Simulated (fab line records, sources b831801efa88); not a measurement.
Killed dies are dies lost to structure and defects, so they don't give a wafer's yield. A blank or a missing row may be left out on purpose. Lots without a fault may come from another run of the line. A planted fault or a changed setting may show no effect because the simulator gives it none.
Which tool did it? | flow sky130 | 7 lots, 21 wafers sampled, at 2 steps of a route of 708

WHAT THE GAUGES READ, wafer by wafer
SKY_VT_ADJUST_NCORE_OVL_MEAS_08.
lot  | measured     | on         | VT_ADJUST_NCORE_OVL (nm)
L372 | day 9 02:40  | overlay-01 | -2.1 -0.1 0.0
L375 | day 10 00:13 | overlay-02 | 0.7 -0.7 -1.2
L377 | day 10 14:32 | overlay-02 | -1.2 -1.0 1.1
L379 | day 11 04:29 | overlay-01 | -2.3 -1.2 -1.1
L381 | day 11 20:31 | overlay-01 | 90.7 90.9 91.4
L383 | day 12 14:44 | overlay-02 | 2.1 1.8 1.2
L390 | day 14 09:25 | overlay-01 | 1.2 0.5 1.7

WHICH TOOL RAN EACH LOT (tool, then ch and the chambers of the sampled wafers, then the start)
lot  | SKY_VT_ADJUST_NCORE_EXPOSE_04
L372 | iline_stepper-01 ch 0, day 8 16:34
L375 | iline_stepper-02 ch 0, day 9 13:39
L377 | iline_stepper-01 ch 0, day 10 02:58
L379 | iline_stepper-02 ch 0, day 10 17:18
L381 | iline_stepper-01 ch 0, day 11 08:49
L383 | iline_stepper-02 ch 0, day 12 02:29
L390 | iline_stepper-02 ch 0, day 13 20:19
- SKY_VT_ADJUST_NCORE_EXPOSE_04: exposes mask LVTN COMPLEMENT THIN, target cd 380 nm.

THE ANSWER, worked out from the rows above alone
Rule: what is usual is taken from the lots themselves. Put in order of their means at a reading, lots are off if they are a third of the lots or fewer, leave a main group of 4 or more, and stand apart from it by a gap of 3 or more times the standard deviation of the main group's means; of several such gaps the widest counts. A main group whose means are all the same, to the digits that the tables above print for the reading, isn't used. A lot without any number at a reading at which 4 lots or more have one is off too. The other lots that the step has rows for count as sound.
Off: L381, at SKY_VT_ADJUST_NCORE_OVL_MEAS_08 (VT_ADJUST_NCORE_OVL). The main group: mean -0.0 nm, standard deviation 1.1.
A tool fits if, at a process step before that reading, it ran every lot that is off, and no sound lot after the first of them. The gauges at SKY_VT_ADJUST_NCORE_OVL_MEAS_08 are tried like those tools. One fits: iline_stepper-01 at SKY_VT_ADJUST_NCORE_EXPOSE_04. Its last sound lot is L377 (day 10 02:58), its first lot that is off L381 (day 11 08:49): a fault that began between those two fits.

WHAT THE SIMULATOR HAD PUT IN
Scanner matching overlay: iline_stepper-01, from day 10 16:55 on, at SKY_VT_ADJUST_NCORE_EXPOSE_04. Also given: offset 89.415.
Lots struck among those shown: L381. The rule above found the same.
